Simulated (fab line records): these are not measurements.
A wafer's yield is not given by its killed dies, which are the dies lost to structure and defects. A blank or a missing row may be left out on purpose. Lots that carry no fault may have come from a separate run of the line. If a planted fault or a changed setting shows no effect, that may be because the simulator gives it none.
A single fault, viewed from 2 desks || flow gf180mcu || each desk holds nothing but its own numbers, with what lay behind them at the end

THE METROLOGY DESK
Means of the sampled wafers that have a number, per lot and without regard to the tool the lot ran on: this is what the gauges read. Marked OUT: a lot whose mean sits more than 4 standard deviations from the usual mean, which makes it out of limits; the brackets give that distance.
Columns: A = V1_CVD_00_THK at GF_V1_THK_MEAS_01, usual 599 nm
{"lot": "L605", "first seen here": "day 18 08:10", "A": 592}
{"lot": "L604", "first seen here": "day 18 10:11", "A": 599}
{"lot": "L606", "first seen here": "day 18 21:34", "A": 588}
{"lot": "L607", "first seen here": "day 19 09:16", "A": 602}
{"lot": "L608", "first seen here": "day 19 14:43", "A": 600}
{"lot": "L610", "first seen here": "day 20 05:29", "A": 603}
{"lot": "L612", "first seen here": "day 20 21:51", "A": 588}
{"lot": "L613", "first seen here": "day 21 10:47", "A": 601}
{"lot": "L614", "first seen here": "day 21 15:16", "A": 595}
{"lot": "L615", "first seen here": "day 21 16:50", "A": 604}
{"lot": "L617", "first seen here": "day 22 15:28", "A": 593}
{"lot": "L619", "first seen here": "day 23 05:30", "A": 592}
{"lot": "L621", "first seen here": "day 23 20:16", "A": "477 (-17) OUT"}
{"lot": "L625", "first seen here": "day 25 03:05", "A": "480 (-17) OUT"}
This desk reports L621, L625 out of limits; the earliest was L621 at day 23 20:16 (V1_CVD_00_THK at GF_V1_THK_MEAS_01). L605, L604, L606, L607, L608, L610, L612, L613, L614, L615, L617, L619: within limits.

DESK OF THE TOOL OWNER: hdpcvd-02
The tool's own readings at GF_V1_CVD_00 (deposits SiO2, target thk 600 nm, time 100 s): means of the sampled wafers that have a number, for each lot that ran on this tool. Marked OUT: a lot whose mean sits more than 4 standard deviations from the usual mean, which makes it out of limits; the brackets give that distance.
Columns: A = sih4-flow-sccm at GF_V1_CVD_00, usual 59.98 sccm
{"lot": "L604", "first seen here": "day 18 10:07", "A": 59.72}
{"lot": "L606", "first seen here": "day 18 21:29", "A": 59.94}
{"lot": "L610", "first seen here": "day 20 05:23", "A": 60.25}
{"lot": "L612", "first seen here": "day 20 21:46", "A": 60.07}
{"lot": "L614", "first seen here": "day 21 15:11", "A": 60.22}
{"lot": "L617", "first seen here": "day 22 15:23", "A": 59.87}
{"lot": "L619", "first seen here": "day 23 05:26", "A": 59.99}
{"lot": "L621", "first seen here": "day 23 20:11", "A": "47.99 (-67) OUT"}
{"lot": "L625", "first seen here": "day 25 03:00", "A": "47.98 (-67) OUT"}
This desk finds L621, L625 out of limits, L621 being first, at day 23 20:11 (sih4-flow-sccm at GF_V1_CVD_00). L604, L606, L610, L612, L614, L617, L619: within limits.

PUT TOGETHER
On L621, L625, at day 23 20:11, an alarm was possible from the tool owner's desk.
L621, L625 would have let the metrology desk raise an alarm at day 23 20:16.
GF_V1_CVD_00 was run on hdpcvd-02 by each of the lots named.

WHAT THE SIMULATOR PUT IN
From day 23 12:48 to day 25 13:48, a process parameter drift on hdpcvd-02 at GF_V1_CVD_00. The setting sih4-flow-sccm was moved by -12, starting from 60. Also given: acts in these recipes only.
Lots struck among those shown: L621, L625.
Hours from the fault's start to each desk's first reading out of limits: the tool owner's desk, 7; the metrology desk, 7.
